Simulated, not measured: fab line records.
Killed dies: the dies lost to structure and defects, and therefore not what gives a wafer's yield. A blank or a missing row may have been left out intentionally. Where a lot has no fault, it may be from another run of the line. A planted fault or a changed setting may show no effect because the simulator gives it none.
fab line records / flow sky130
[record] lots = 6 wafers = 18 lastDay = 50
route steps=708 shown LDD_P@258 LDD_HVN@267 PAD_OPEN@708
lots with no fault: from the same line, run without faults
startH: start of the lot's first displayed wafer, in hours after the record's first day / waitH: time in hours since the lot's previous step / " same as the row above / L1.1+2: a single row standing in for several wafers / - no value, or no start was given / * or withheld: withheld / < > ~ a bound
route shown NAME@n: a module of which the file shows steps, and the number in the route of the first / usual: average and standard deviation across the fault-free wafers / same: alike in all rows / chamber/n: place in a boat / sites: the reading at each site / _std_site: standard deviation of those values / _edge_site: inner sites' mean taken away from outer sites' mean / radiusMm: for every site, how far away it sits from the centre of the wafer / mask NAME#n: copy n / behind: the last tool/chamber to shape the wafer / hold: why the lot went on hold/how many hours it stayed there/how the hold came to an end / device: whichever transistor did not switch (one of n, p or np) / end of line: the same wafers' tests at the end of the route / a step given without rows: its recipe and nothing more / killed: dies that structure and defects cost at the first sort, which is not the same as the wafer's yield / map: per-die view of a wafer (x killed, . not killed, _ where there is no die)
set.NAME: the setting as run; set.NAME@STEP: as run at that earlier step / model.NAME: the simulator's own value behind a step, which no gauge read
certain route steps with their lots: each step a table, each wafer a row
services: the hour from which a tool's chamber was out of use, counted from the record's first day as startH (under 0 if before that day), plus the number of hours and why
[[steps]]
[step SKY_LDD_P_SOFTBAKE_03]
[recipe] tempC = 90 timeS = 60 resist = NOVOLAK
[step SKY_LDD_P_EXPOSE_04]
[recipe] maskId = PSDM na = 0.6 sourceShape = conventional sigmaOuter = 0.6 polarization = unpolarized targetCdNm = 380 doseMj = 138
[step SKY_LDD_P_PEB_05]
[recipe] tempC = withheld timeS = * resist = NOVOLAK
[step SKY_LDD_P_DEVELOP_06]
[recipe] resist = NOVOLAK developer = TMAH developTimeS = 60 devTempC = 23
[step SKY_LDD_P_CD_MEAS_07]
[recipe] targetCdNm = 380
[usual] cdNm = 379.8/2
lot.wafer=L569.2 tool=cdSem-01 chamber=- startH=469.58 waitH=0.1 cdNm=379.9
lot.wafer=L569.3 tool=cdSem-01 chamber=- startH=469.58 waitH=0.1 cdNm=379.8
lot.wafer=L569.5 tool=cdSem-01 chamber=- startH=469.58 waitH=0.1 cdNm=380.3
lot.wafer=L570.1 tool=cdSem-01 chamber=- startH=479.81 waitH=0.1 cdNm=380.6
lot.wafer=L570.2 tool=cdSem-01 chamber=- startH=479.81 waitH=0.1 cdNm=378.2
lot.wafer=L570.4 tool=cdSem-01 chamber=- startH=479.81 waitH=0.1 cdNm=378.7
lot.wafer=L583.1 tool=cdSem-01 chamber=- startH=596.00 waitH=0.1 cdNm=375.0
lot.wafer=L583.3 tool=cdSem-01 chamber=- startH=596.00 waitH=0.1 cdNm=375.5
lot.wafer=L583.5 tool=cdSem-01 chamber=- startH=596.00 waitH=0.1 cdNm=377.3
lot.wafer=L585.1 tool=cdSem-02 chamber=- startH=604.90 waitH=0.1 cdNm=379.4
lot.wafer=L585.5 tool=cdSem-02 chamber=- startH=604.90 waitH=0.1 cdNm=379.4
lot.wafer=L585.6 tool=cdSem-02 chamber=- startH=604.90 waitH=0.1 cdNm=381.2
lot.wafer=L588.1 tool=cdSem-02 chamber=- startH=631.23 waitH=0.1 cdNm=379.0
lot.wafer=L588.5 tool=cdSem-02 chamber=- startH=631.23 waitH=0.1 cdNm=379.6
lot.wafer=L588.6 tool=cdSem-02 chamber=- startH=631.23 waitH=0.1 cdNm=378.7
lot.wafer=L589.3 tool=cdSem-02 chamber=- startH=636.99 waitH=0.1 cdNm=381.6
lot.wafer=L589.4 tool=cdSem-02 chamber=- startH=636.99 waitH=0.1 cdNm=379.7
lot.wafer=L589.5 tool=cdSem-02 chamber=- startH=636.99 waitH=0.1 cdNm=379.1
[step SKY_LDD_P_OVL_MEAS_08]
[usual] LDD_P_OVL = -0.3/1.4
lot.wafer=L569.2 tool=overlay-01 chamber=- startH=469.68 waitH=0.1 LDD_P_OVL[nm]=-0.9
lot.wafer=L569.3 tool=overlay-01 chamber=- startH=469.68 waitH=0.1 LDD_P_OVL[nm]=1.1
lot.wafer=L569.5 tool=overlay-01 chamber=- startH=469.68 waitH=0.1 LDD_P_OVL[nm]=-0.6
lot.wafer=L570.1 tool=overlay-01 chamber=- startH=479.93 waitH=0.1 LDD_P_OVL[nm]=-0.4
lot.wafer=L570.2 tool=overlay-01 chamber=- startH=479.93 waitH=0.1 LDD_P_OVL[nm]=-0.6
lot.wafer=L570.4 tool=overlay-01 chamber=- startH=479.93 waitH=0.1 LDD_P_OVL[nm]=0.6
lot.wafer=L583.1 tool=overlay-01 chamber=- startH=596.12 waitH=0.1 LDD_P_OVL[nm]=0.7
lot.wafer=L583.3 tool=overlay-01 chamber=- startH=596.12 waitH=0.1 LDD_P_OVL[nm]=-1.2
lot.wafer=L583.5 tool=overlay-01 chamber=- startH=596.12 waitH=0.1 LDD_P_OVL[nm]=-0.1
lot.wafer=L585.1 tool=overlay-01 chamber=- startH=605.02 waitH=0.1 LDD_P_OVL[nm]=0.7
lot.wafer=L585.5 tool=overlay-01 chamber=- startH=605.02 waitH=0.1 LDD_P_OVL[nm]=-0.6
lot.wafer=L585.6 tool=overlay-01 chamber=- startH=605.02 waitH=0.1 LDD_P_OVL[nm]=-0.6
lot.wafer=L588.1 tool=overlay-02 chamber=- startH=631.35 waitH=0.1 LDD_P_OVL[nm]=-2.8
lot.wafer=L588.5 tool=overlay-02 chamber=- startH=631.35 waitH=0.1 LDD_P_OVL[nm]=-2.9
lot.wafer=L588.6 tool=overlay-02 chamber=- startH=631.35 waitH=0.1 LDD_P_OVL[nm]=-1.9
lot.wafer=L589.3 tool=overlay-01 chamber=- startH=637.08 waitH=0.1 LDD_P_OVL[nm]=1.5
lot.wafer=L589.4 tool=overlay-01 chamber=- startH=637.08 waitH=0.1 LDD_P_OVL[nm]=2.1
lot.wafer=L589.5 tool=overlay-01 chamber=- startH=637.08 waitH=0.1 LDD_P_OVL[nm]=3.7
[step SKY_LDD_P_IMPLANT_09]
[recipe] species = BF2 energyKev = 25 doseCm2 = 1e+13 tiltDeg = withheld
[step SKY_LDD_P_STRIP_10]
[recipe] chemistry = O2/N2 powerW = 1400 pressureMtorr = 1500 platenTempC = withheld o2FlowSccm = 3000 n2FlowSccm = 300 overashFraction = 0.5
[usual] drypumpMotorCurrentA = 5.6/0.53 oesProductAu = 0.716/0.0048 stripTimeToEndpointS = 14.18/0.045
lot.wafer=L569.2 tool=plasmaAsher-03 chamber=0 startH=469.86 waitH=0.1 drypumpMotorCurrentA=5.5 oesProductAu=0.707 rfHoursCounterH=73 stripTimeToEndpointS=14.20
lot.wafer=L569.3 tool=plasmaAsher-03 chamber=1 startH=469.86 waitH=0.1 drypumpMotorCurrentA=5.8 oesProductAu=0.711 rfHoursCounterH=- stripTimeToEndpointS=14.22
lot.wafer=L569.5 tool=plasmaAsher-03 chamber=0 startH=469.86 waitH=0.1 drypumpMotorCurrentA=5.5 oesProductAu=0.714 rfHoursCounterH=- stripTimeToEndpointS=14.21
lot.wafer=L570.1 tool=plasmaAsher-01 chamber=0 startH=480.11 waitH=0.1 drypumpMotorCurrentA=5.0 oesProductAu=0.716 rfHoursCounterH=5 stripTimeToEndpointS=14.21
lot.wafer=L570.2 tool=plasmaAsher-01 chamber=1 startH=480.11 waitH=0.1 drypumpMotorCurrentA=6.1 oesProductAu=0.717 rfHoursCounterH=5 stripTimeToEndpointS=14.25
lot.wafer=L570.4 tool=plasmaAsher-01 chamber=1 startH=480.11 waitH=0.1 drypumpMotorCurrentA=6.1 oesProductAu=0.713 rfHoursCounterH=- stripTimeToEndpointS=14.27
lot.wafer=L583.1 tool=plasmaAsher-04 chamber=0 startH=596.31 waitH=0.1 drypumpMotorCurrentA=5.0 oesProductAu=0.724 rfHoursCounterH=77 stripTimeToEndpointS=14.16
lot.wafer=L583.3 tool=plasmaAsher-04 chamber=0 startH=596.31 waitH=0.1 drypumpMotorCurrentA=5.0 oesProductAu=0.713 rfHoursCounterH=- stripTimeToEndpointS=14.13
lot.wafer=L583.5 tool=plasmaAsher-04 chamber=0 startH=596.31 waitH=0.1 drypumpMotorCurrentA=5.0 oesProductAu=0.714 rfHoursCounterH=- stripTimeToEndpointS=14.17
lot.wafer=L585.1 tool=plasmaAsher-03 chamber=1 startH=605.20 waitH=0.1 drypumpMotorCurrentA=5.8 oesProductAu=0.708 rfHoursCounterH=86 stripTimeToEndpointS=14.14
lot.wafer=L585.5 tool=plasmaAsher-03 chamber=1 startH=605.20 waitH=0.1 drypumpMotorCurrentA=5.8 oesProductAu=0.717 rfHoursCounterH=- stripTimeToEndpointS=14.12
lot.wafer=L585.6 tool=plasmaAsher-03 chamber=0 startH=605.20 waitH=0.1 drypumpMotorCurrentA=5.5 oesProductAu=0.718 rfHoursCounterH=- stripTimeToEndpointS=14.12
lot.wafer=L588.1 tool=plasmaAsher-04 chamber=0 startH=631.54 waitH=0.1 drypumpMotorCurrentA=5.0 oesProductAu=0.718 rfHoursCounterH=80 stripTimeToEndpointS=14.27
lot.wafer=L588.5 tool=plasmaAsher-04 chamber=0 startH=631.54 waitH=0.1 drypumpMotorCurrentA=5.0 oesProductAu=0.715 rfHoursCounterH=- stripTimeToEndpointS=14.27
lot.wafer=L588.6 tool=plasmaAsher-04 chamber=1 startH=631.54 waitH=0.1 drypumpMotorCurrentA=6.3 oesProductAu=0.712 rfHoursCounterH=- stripTimeToEndpointS=14.26
lot.wafer=L589.3 tool=plasmaAsher-03 chamber=1 startH=637.29 waitH=0.1 drypumpMotorCurrentA=5.8 oesProductAu=0.711 rfHoursCounterH=- stripTimeToEndpointS=14.21
lot.wafer=L589.4 tool=plasmaAsher-03 chamber=0 startH=637.29 waitH=0.1 drypumpMotorCurrentA=5.6 oesProductAu=0.722 rfHoursCounterH=- stripTimeToEndpointS=14.22
lot.wafer=L589.5 tool=plasmaAsher-03 chamber=1 startH=637.29 waitH=0.1 drypumpMotorCurrentA=5.8 oesProductAu=0.720 rfHoursCounterH=- stripTimeToEndpointS=14.25
[step SKY_LDD_P_TW_MEAS_11]
[usual] LDD_P_TW = 639/4.2
lot.wafer=L569.2 tool=filmMetro-02 chamber=- startH=469.97 waitH=0.1 LDD_P_TW=641
lot.wafer=L569.3 tool=filmMetro-02 chamber=- startH=469.97 waitH=0.1 LDD_P_TW=638
lot.wafer=L569.5 tool=filmMetro-02 chamber=- startH=469.97 waitH=0.1 LDD_P_TW=635
lot.wafer=L570.1 tool=filmMetro-01 chamber=- startH=480.21 waitH=0.1 LDD_P_TW=637
lot.wafer=L570.2 tool=filmMetro-01 chamber=- startH=480.21 waitH=0.1 LDD_P_TW=638
lot.wafer=L570.4 tool=filmMetro-01 chamber=- startH=480.21 waitH=0.1 LDD_P_TW=636
lot.wafer=L583.1 tool=filmMetro-04 chamber=- startH=596.41 waitH=0.1 LDD_P_TW=645
lot.wafer=L583.3 tool=filmMetro-04 chamber=- startH=596.41 waitH=0.1 LDD_P_TW=644
lot.wafer=L583.5 tool=filmMetro-04 chamber=- startH=596.41 waitH=0.1 LDD_P_TW=642
lot.wafer=L585.1 tool=filmMetro-02 chamber=- startH=605.30 waitH=0.1 LDD_P_TW=635
lot.wafer=L585.5 tool=filmMetro-02 chamber=- startH=605.30 waitH=0.1 LDD_P_TW=636
lot.wafer=L585.6 tool=filmMetro-02 chamber=- startH=605.30 waitH=0.1 LDD_P_TW=633
lot.wafer=L588.1 tool=filmMetro-01 chamber=- startH=631.64 waitH=0.1 LDD_P_TW=641
lot.wafer=L588.5 tool=filmMetro-01 chamber=- startH=631.64 waitH=0.1 LDD_P_TW=641
lot.wafer=L588.6 tool=filmMetro-01 chamber=- startH=631.64 waitH=0.1 LDD_P_TW=643
lot.wafer=L589.3 tool=filmMetro-01 chamber=- startH=637.38 waitH=0.1 LDD_P_TW=640
lot.wafer=L589.4 tool=filmMetro-01 chamber=- startH=637.38 waitH=0.1 LDD_P_TW=642
lot.wafer=L589.5 tool=filmMetro-01 chamber=- startH=637.38 waitH=0.1 LDD_P_TW=642
[step SKY_LDD_HVN_DEHYDRATE_00]
[recipe] tempC = 200 timeS = 60
[step SKY_LDD_HVN_HMDS_01]
[recipe] primeTimeS = 60 primeTempC = 120
[step SKY_LDD_HVN_COAT_02]
[recipe] resist = NOVOLAK spinRpm = 3000 resistThkNm = 300
[step SKY_LDD_HVN_SOFTBAKE_03]
[recipe] tempC = 90 timeS = 60 resist = NOVOLAK
[usual] heaterPowerTotalW = 56.59/0.044 runLengthS = 88.95/0.21
lot.wafer=L569.2 tool=lithoTrack-04 chamber=0 startH=485.46 waitH=0.1 heaterPowerTotalW=56.63 runLengthS=88.82
lot.wafer=L569.3 tool=lithoTrack-04 chamber=0 startH=485.46 waitH=0.1 heaterPowerTotalW=56.63 runLengthS=88.66
lot.wafer=L569.5 tool=lithoTrack-04 chamber=0 startH=485.46 waitH=0.1 heaterPowerTotalW=56.56 runLengthS=88.87
lot.wafer=L570.1 tool=lithoTrack-01 chamber=0 startH=496.15 waitH=0.1 heaterPowerTotalW=56.52 runLengthS=89.24
lot.wafer=L570.2 tool=lithoTrack-01 chamber=0 startH=496.15 waitH=0.1 heaterPowerTotalW=56.67 runLengthS=89.16
lot.wafer=L570.4 tool=lithoTrack-01 chamber=0 startH=496.15 waitH=0.1 heaterPowerTotalW=56.51 runLengthS=89.13
lot.wafer=L583.1 tool=lithoTrack-01 chamber=0 startH=611.00 waitH=0.1 heaterPowerTotalW=56.58 runLengthS=89.07
lot.wafer=L583.3 tool=lithoTrack-01 chamber=0 startH=611.00 waitH=0.1 heaterPowerTotalW=60.27 runLengthS=78.51
lot.wafer=L583.5 tool=lithoTrack-01 chamber=0 startH=611.00 waitH=0.1 heaterPowerTotalW=56.65 runLengthS=89.15
lot.wafer=L585.1 tool=lithoTrack-01 chamber=0 startH=620.50 waitH=0.1 heaterPowerTotalW=56.60 runLengthS=89.03
lot.wafer=L585.5 tool=lithoTrack-01 chamber=0 startH=620.50 waitH=0.1 heaterPowerTotalW=56.60 runLengthS=89.08
lot.wafer=L585.6 tool=lithoTrack-01 chamber=0 startH=620.50 waitH=0.1 heaterPowerTotalW=60.31 runLengthS=78.48
lot.wafer=L588.1 tool=lithoTrack-02 chamber=0 startH=646.46 waitH=0.1 heaterPowerTotalW=56.61 runLengthS=88.77
lot.wafer=L588.5 tool=lithoTrack-02 chamber=0 startH=646.46 waitH=0.1 heaterPowerTotalW=56.61 runLengthS=88.89
lot.wafer=L588.6 tool=lithoTrack-02 chamber=0 startH=646.46 waitH=0.1 heaterPowerTotalW=56.61 runLengthS=88.75
lot.wafer=L589.3 tool=lithoTrack-04 chamber=0 startH=652.18 waitH=0.1 heaterPowerTotalW=56.56 runLengthS=88.60
lot.wafer=L589.4 tool=lithoTrack-04 chamber=0 startH=652.18 waitH=0.1 heaterPowerTotalW=56.55 runLengthS=88.63
lot.wafer=L589.5 tool=lithoTrack-04 chamber=0 startH=652.18 waitH=0.1 heaterPowerTotalW=56.65 runLengthS=89.04
[step SKY_LDD_HVN_EXPOSE_04]
[recipe] maskId = HVNTM na = 0.6 sourceShape = conventional sigmaOuter = 0.6 polarization = unpolarized targetCdNm = 700 doseMj = 127
[step SKY_PAD_OPEN_PROBE_99]
[usual] killed_at_M0_to_M3 = 43/7.1 killed_at_M4_up = 3.2/1.9 killedAtContacts = 23/5.1 killedAtFrontEnd = 15/4.5 killedAtOther = 0.4/0.65 killedDies = 85/9.4 killedOnRim = 17/4 killedOpen = 47/6.8 killedShort = 38/6.1
[same] grossDies = 492 killedAtBackSide = 0
lot.wafer=L569.2 tool=prober-01 chamber=- startH=1109.91 waitH=0.1 killed_at_M0_to_M3=49 killed_at_M4_up=3 killedAtContacts=27 killedAtFrontEnd=12 killedAtOther=2 killedDies=93 killedOnRim=19 killedOpen=57 killedShort=36
lot.wafer=L569.3 tool=prober-01 chamber=- startH=1109.96 waitH=0.2 killed_at_M0_to_M3=54 killed_at_M4_up=6 killedAtContacts=27 killedAtFrontEnd=13 killedAtOther=0 killedDies=100 killedOnRim=11 killedOpen=48 killedShort=52
lot.wafer=L569.5 tool=prober-01 chamber=- startH=1110.06 waitH=0.2 killed_at_M0_to_M3=44 killed_at_M4_up=3 killedAtContacts=11 killedAtFrontEnd=21 killedAtOther=0 killedDies=79 killedOnRim=17 killedOpen=41 killedShort=38
lot.wafer=L570.1 tool=prober-02 chamber=- startH=1115.78 waitH=0.1 killed_at_M0_to_M3=34 killed_at_M4_up=1 killedAtContacts=35 killedAtFrontEnd=13 killedAtOther=0 killedDies=83 killedOnRim=24 killedOpen=46 killedShort=34
lot.wafer=L570.2 tool=prober-02 chamber=- startH=1115.83 waitH=0.1 killed_at_M0_to_M3=52 killed_at_M4_up=1 killedAtContacts=20 killedAtFrontEnd=14 killedAtOther=0 killedDies=87 killedOnRim=19 killedOpen=50 killedShort=33
lot.wafer=L570.4 tool=prober-02 chamber=- startH=1115.93 waitH=0.2 killed_at_M0_to_M3=45 killed_at_M4_up=7 killedAtContacts=23 killedAtFrontEnd=18 killedAtOther=0 killedDies=93 killedOnRim=16 killedOpen=61 killedShort=31
lot.wafer=L583.1 tool=prober-01 chamber=- startH=1184.29 waitH=0.1 killed_at_M0_to_M3=36 killed_at_M4_up=1 killedAtContacts=27 killedAtFrontEnd=25 killedAtOther=0 killedDies=89 killedOnRim=20 killedOpen=46 killedShort=43
lot.wafer=L583.3 tool=prober-01 chamber=- startH=1184.39 waitH=0.2 killed_at_M0_to_M3=43 killed_at_M4_up=3 killedAtContacts=19 killedAtFrontEnd=9 killedAtOther=0 killedDies=74 killedOnRim=17 killedOpen=33 killedShort=41
lot.wafer=L583.5 tool=prober-01 chamber=- startH=1184.49 waitH=0.2 killed_at_M0_to_M3=42 killed_at_M4_up=1 killedAtContacts=25 killedAtFrontEnd=14 killedAtOther=1 killedDies=83 killedOnRim=16 killedOpen=49 killedShort=34
lot.wafer=L585.1 tool=prober-01 chamber=- startH=1189.73 waitH=0.1 killed_at_M0_to_M3=39 killed_at_M4_up=6 killedAtContacts=13 killedAtFrontEnd=21 killedAtOther=1 killedDies=80 killedOnRim=15 killedOpen=38 killedShort=42
lot.wafer=L585.5 tool=prober-01 chamber=- startH=1189.93 waitH=0.2 killed_at_M0_to_M3=44 killed_at_M4_up=1 killedAtContacts=26 killedAtFrontEnd=10 killedAtOther=1 killedDies=82 killedOnRim=20 killedOpen=41 killedShort=41
lot.wafer=L585.6 tool=prober-01 chamber=- startH=1189.98 waitH=0.2 killed_at_M0_to_M3=32 killed_at_M4_up=2 killedAtContacts=33 killedAtFrontEnd=20 killedAtOther=1 killedDies=88 killedOnRim=18 killedOpen=48 killedShort=39
lot.wafer=L588.1 tool=prober-02 chamber=- startH=1203.68 waitH=0.1 killed_at_M0_to_M3=52 killed_at_M4_up=6 killedAtContacts=33 killedAtFrontEnd=9 killedAtOther=0 killedDies=100 killedOnRim=21 killedOpen=59 killedShort=41
lot.wafer=L588.5 tool=prober-02 chamber=- startH=1203.88 waitH=0.2 killed_at_M0_to_M3=34 killed_at_M4_up=4 killedAtContacts=17 killedAtFrontEnd=5 killedAtOther=0 killedDies=60 killedOnRim=15 killedOpen=43 killedShort=17
lot.wafer=L588.6 tool=prober-02 chamber=- startH=1203.93 waitH=0.2 killed_at_M0_to_M3=47 killed_at_M4_up=3 killedAtContacts=23 killedAtFrontEnd=17 killedAtOther=0 killedDies=90 killedOnRim=14 killedOpen=41 killedShort=49
lot.wafer=L589.3 tool=prober-02 chamber=- startH=1206.13 waitH=0.2 killed_at_M0_to_M3=35 killed_at_M4_up=4 killedAtContacts=31 killedAtFrontEnd=13 killedAtOther=1 killedDies=84 killedOnRim=15 killedOpen=39 killedShort=44
lot.wafer=L589.4 tool=prober-02 chamber=- startH=1206.18 waitH=0.2 killed_at_M0_to_M3=47 killed_at_M4_up=4 killedAtContacts=24 killedAtFrontEnd=13 killedAtOther=0 killedDies=88 killedOnRim=16 killedOpen=45 killedShort=43
lot.wafer=L589.5 tool=prober-02 chamber=- startH=1206.23 waitH=0.2 killed_at_M0_to_M3=34 killed_at_M4_up=1 killedAtContacts=18 killedAtFrontEnd=24 killedAtOther=0 killedDies=77 killedOnRim=13 killedOpen=41 killedShort=36
// killed by level:class
L569.2 CONTACT:geometricParticle:open=12 VIA1:geometricParticle:open=12 VIA2:geometricParticle:open=11 VIA1:geometricParticle:short=7 POLY_GATE:geometricParticle:open=5 LI_CONTACT:geometricParticle:open=5 METAL1:geometricParticle:short=5 VIA3:geometricParticle:open=5
L569.3 VIA1:geometricParticle:open=10 CONTACT:geometricParticle:open=9 FIELD_ISO:geometricParticle:short=7 VIA1:geometricParticle:short=7 VIA3:geometricParticle:open=7 LI_CONTACT:geometricParticle:short=6 VIA2:geometricParticle:open=6 METAL1:geometricParticle:short=5
L569.5 VIA1:geometricParticle:open=12 POLY_GATE:geometricParticle:open=6 VIA3:geometricParticle:open=6 METAL2:geometricParticle:short=5 VIA2:geometricParticle:short=5 VIA2:geometricParticle:open=5 FIELD_ISO:geometricParticle:short=4 METAL1:geometricParticle:short=4
L570.1 LI_CONTACT:geometricParticle:open=11 CONTACT:geometricParticle:open=10 VIA3:geometricParticle:open=6 LI_CONTACT:geometricParticle:short=5 CONTACT:geometricParticle:short=5 VIA1:geometricParticle:short=5 METAL2:geometricParticle:short=5 POLY_GATE:geometricParticle:open=4
L570.2 VIA1:geometricParticle:open=14 METAL2:geometricParticle:short=8 CONTACT:geometricParticle:open=8 POLY_GATE:geometricParticle:open=6 LI_CONTACT:geometricParticle:open=5 VIA3:geometricParticle:open=5 VIA2:geometricParticle:open=4 VIA1:geometricParticle:short=4
L570.4 VIA1:geometricParticle:open=11 VIA2:geometricParticle:open=10 CONTACT:geometricParticle:open=9 VIA3:geometricParticle:open=7 LI_CONTACT:geometricParticle:open=6 VIA1:geometricParticle:short=6 FIELD_ISO:geometricParticle:open=5 POLY_GATE:geometricParticle:short=4
L583.1 POLY_GATE:geometricParticle:open=8 METAL2:geometricParticle:short=8 LI_CONTACT:geometricParticle:open=7 CONTACT:geometricParticle:open=7 VIA2:geometricParticle:open=6 CONTACT:geometricParticle:short=6 FIELD_ISO:geometricParticle:open=5 VIA1:geometricParticle:open=5
L583.3 VIA2:geometricParticle:open=10 METAL1:geometricParticle:short=8 VIA1:geometricParticle:open=7 VIA2:geometricParticle:short=6 METAL2:geometricParticle:short=5 CONTACT:geometricParticle:short=4 LI_CONTACT:geometricParticle:short=4 LI_CONTACT:geometricParticle:open=4
L583.5 VIA1:geometricParticle:open=10 CONTACT:geometricParticle:open=10 VIA3:geometricParticle:open=9 LI_CONTACT:geometricParticle:open=6 CONTACT:geometricParticle:short=6 METAL1:geometricParticle:short=6 VIA2:geometricParticle:open=5 FIELD_ISO:geometricParticle:open=4
L585.1 METAL2:geometricParticle:short=7 VIA1:geometricParticle:open=6 VIA2:geometricParticle:open=6 POLY_GATE:geometricParticle:short=5 METAL4:geometricParticle:short=5 FIELD_ISO:geometricParticle:short=4 LI_CONTACT:geometricParticle:short=4 VIA3:geometricParticle:open=4
L585.5 VIA2:geometricParticle:open=12 LI_CONTACT:geometricParticle:open=11 VIA1:geometricParticle:open=9 CONTACT:geometricParticle:short=6 METAL2:geometricParticle:short=6 VIA3:geometricParticle:short=5 POLY_GATE:geometricParticle:short=4 LOCAL_INTERCONNECT:geometricParticle:short=4
L585.6 CONTACT:geometricParticle:open=13 LI_CONTACT:geometricParticle:open=7 CONTACT:geometricParticle:short=7 FIELD_ISO:geometricParticle:short=6 VIA3:geometricParticle:open=6 FIELD_ISO:geometricParticle:open=5 VIA1:geometricParticle:open=5 LOCAL_INTERCONNECT:geometricParticle:short=4
L588.1 CONTACT:geometricParticle:open=12 VIA2:geometricParticle:open=11 VIA1:geometricParticle:open=11 LOCAL_INTERCONNECT:geometricParticle:short=8 METAL1:geometricParticle:short=7 LI_CONTACT:geometricParticle:open=6 CONTACT:geometricParticle:short=5 VIA3:geometricParticle:open=5
L588.5 VIA3:geometricParticle:open=10 VIA1:geometricParticle:open=9 CONTACT:geometricParticle:open=7 VIA2:geometricParticle:open=6 LI_CONTACT:geometricParticle:open=3 VIA1:geometricParticle:short=3 METAL4:geometricParticle:open=2 FIELD_ISO:geometricParticle:open=2
L588.6 VIA1:geometricParticle:open=9 VIA1:geometricParticle:short=8 FIELD_ISO:geometricParticle:open=7 FIELD_ISO:geometricParticle:short=7 LI_CONTACT:geometricParticle:short=5 LI_CONTACT:geometricParticle:open=5 CONTACT:geometricParticle:short=5 VIA3:geometricParticle:open=5
L589.3 CONTACT:geometricParticle:open=14 FIELD_ISO:geometricParticle:short=7 METAL1:geometricParticle:short=6 VIA1:geometricParticle:open=6 CONTACT:geometricParticle:short=5 VIA1:geometricParticle:short=5 FIELD_ISO:geometricParticle:open=4 LI_CONTACT:geometricParticle:short=4
L589.4 VIA1:geometricParticle:open=10 LI_CONTACT:geometricParticle:open=9 VIA3:geometricParticle:open=7 CONTACT:geometricParticle:open=6 METAL1:geometricParticle:short=6 VIA1:geometricParticle:short=6 METAL2:geometricParticle:short=6 CONTACT:geometricParticle:short=5
L589.5 FIELD_ISO:geometricParticle:short=10 VIA3:geometricParticle:open=7 FIELD_ISO:geometricParticle:open=6 LI_CONTACT:geometricParticle:open=6 CONTACT:geometricParticle:short=5 VIA1:geometricParticle:open=5 POLY_GATE:geometricParticle:open=4 CONTACT:geometricParticle:open=4
[[services]]
tool=plasmaAsher-04 chamber=- startH=491.31 hours=12.9 kind=repair
tool=plasmaAsher-01 chamber=- startH=502.49 hours=1.0 kind=repair
tool=lithoTrack-02 chamber=- startH=568.38 hours=- kind=consumableReplace:filter
tool=plasmaAsher-01 chamber=- startH=571.96 hours=3.2 kind=repair
tool=lithoTrack-01 chamber=- startH=618.62 hours=- kind=consumableReplace:filter
tool=plasmaAsher-01 chamber=- startH=633.67 hours=4.3 kind=pm
[[key]]
[firstSign] step = SKY_LDD_HVN_SOFTBAKE_03 reading = heaterPowerTotalW direction = up sigmas = 85 usual = * struck = *
[effect] step = SKY_LDD_HVN_SOFTBAKE_03 reading = runLengthS direction = down sigmas = 49 usual = * struck = *
metAt SKY_LDD_HVN_SOFTBAKE_03
struckWafers L583.3,L585.6
testerLeftOut L583,L585
onsetBetween 496.15 611.00
[fault] kind = processParameterDrift tool = lithoTrack-01 chamber = - onsetH = 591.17 steps = SKY_LDD_HVN_SOFTBAKE_03 channel = timeS offset = * shape = step endH = 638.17 scope = struckWafersOnly actsIn = * stated = *
// testerLeftOut: of these lots the tester's yield and bins aren't shown, on N5 and GAA mostly nor the transistor test; their killed dies are dies lost to structure and defects alone, not to doping, threshold or leakage, so they don't give the yield
